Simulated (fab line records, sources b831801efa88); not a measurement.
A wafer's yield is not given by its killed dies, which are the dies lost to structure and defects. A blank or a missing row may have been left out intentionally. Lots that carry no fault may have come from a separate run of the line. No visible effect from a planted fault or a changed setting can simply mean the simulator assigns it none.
Problem report in the 8D (eight disciplines) form, filled by code ; flow gf180mcu ; the parts of the form that need people (team, actions taken, sign-off) are left out

## 1. PROBLEM STATEMENT
Mean of cd nm at GF_M2_CD_MEAS_14: 285.2 nm over 3 wafers from 1 lot, against 280.0 nm (standard deviation 1.2) on wafers with no fault. Measured from the usual mean, that is +4.4 standard deviations.
The step: target cd 280 nm.
Seen first at day 23 17:58 on cd sem-02, wafer L642.1. The record has a number at this step for 33 wafers belonging to 11 lots. Rule for "out", or "out of limits": more than 4 standard deviations from the usual mean. All remaining wafers that have a number are taken as sound.

## 2. WHAT IT IS, WHAT IT ISN'T
question;is;is not
which readings at this step;cd nm;-
which lots;L642;L630, L631, L632, L634, L635, L648, L650, L651, L652, L653
which wafers of those lots;all that have a number;-
read on which gauges;cd sem-02;cd sem-01
when;from day 23 17:58;"up to then (15 sound wafers); but 15 sound wafers of L648, L650, L651, L652, L653 came after"

## 3. THE SUSPECTS, EACH WITH WHAT RULES IT OUT
Counting: any tool at a process step up to the reading is kept as a suspect provided that every lot that is out went through it and no sound lot did after the first of them.
- the gauge at GF_M2_CD_MEAS_14 has been ruled out. All the wafers that are out were read on cd sem-02, but those of them that GF_M2_STRIP_17 has rows for are out there too, on other tools.
- cmp-02 at GF_V1_CMP_26 (polishes, stops on SiO2, t overpolish 15 s, target thk 0 nm): ruled out as a lasting fault. The sound lots L651, L653 went through it after L642, its earliest lot that is out (day 22 18:44).
- pvd sputter-04 at GF_M2_SPUTTER_00 (material Ti, target thk 37.5 nm, time 150 s): ruled out as a lasting fault. The sound lots L653 went through it after L642, its earliest lot that is out (day 22 19:04).
- pvd sputter-04 at GF_M2_SPUTTER_04 (material TiN, target thk 50 nm, time 41.7 s): ruled out as a lasting fault. The sound lots L653 went through it after L642, its earliest lot that is out (day 22 19:15).
- litho track-02 at GF_M2_COAT_09 (resist thk 1000 nm): kept. It ran the lot that is out, L642 (day 23 06:09), and no sound lot after that; its last sound lot up to then is L635 (day 20 14:51).
Left after counting: litho track-02 at GF_M2_COAT_09.

## 4. THE CAUSE (what the simulator had put in)
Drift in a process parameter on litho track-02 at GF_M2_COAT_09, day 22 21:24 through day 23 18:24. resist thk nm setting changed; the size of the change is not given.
The count eliminated every tool but this one.

## 5. SEQUENCE OF EFFECTS, ordered by route
Each row: a reading where the mean over the struck wafers with a number is more than 3 standard deviations away from the usual. Scope: only readings with a usual standard deviation given in the record; hours: median across lots of the time from each lot's start at the first step in this table that gives one to its start at this step; sigmas: change in usual standard deviations.
hours;step;reading;usual;on struck wafers;change;sigmas
0;GF_M2_CD_MEAS_14;cd nm;280.0 nm;285.2;+5.2;+4.4
0;GF_M2_STRIP_17;oes product au;0.537 a.u.;0.578;+0.041;+9.8
0;GF_M2_STRIP_17;strip time to endpoint s;7.38 s;8.42;+1.04;+30
Here are the process steps it includes:
- GF_M2_STRIP_17: strips in O2/N2.

## 6. HOW IT WOULD HAVE BEEN CAUGHT EARLIER
In this record the first reading out of limits at a measuring or inspecting step was taken at day 23 17:58, 21 hours after the fault began at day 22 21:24.
An alarm limit of 4 standard deviations would not have fired on the tool readings at GF_M2_COAT_09 for which the record gives a usual standard deviation, since none of them was out on any struck wafer.
The start of GF_M2_COAT_09 on litho track-02 came by day 23 17:58 for every one of the lots that are out (1). Tool hold at that time: it would have spared none of them.
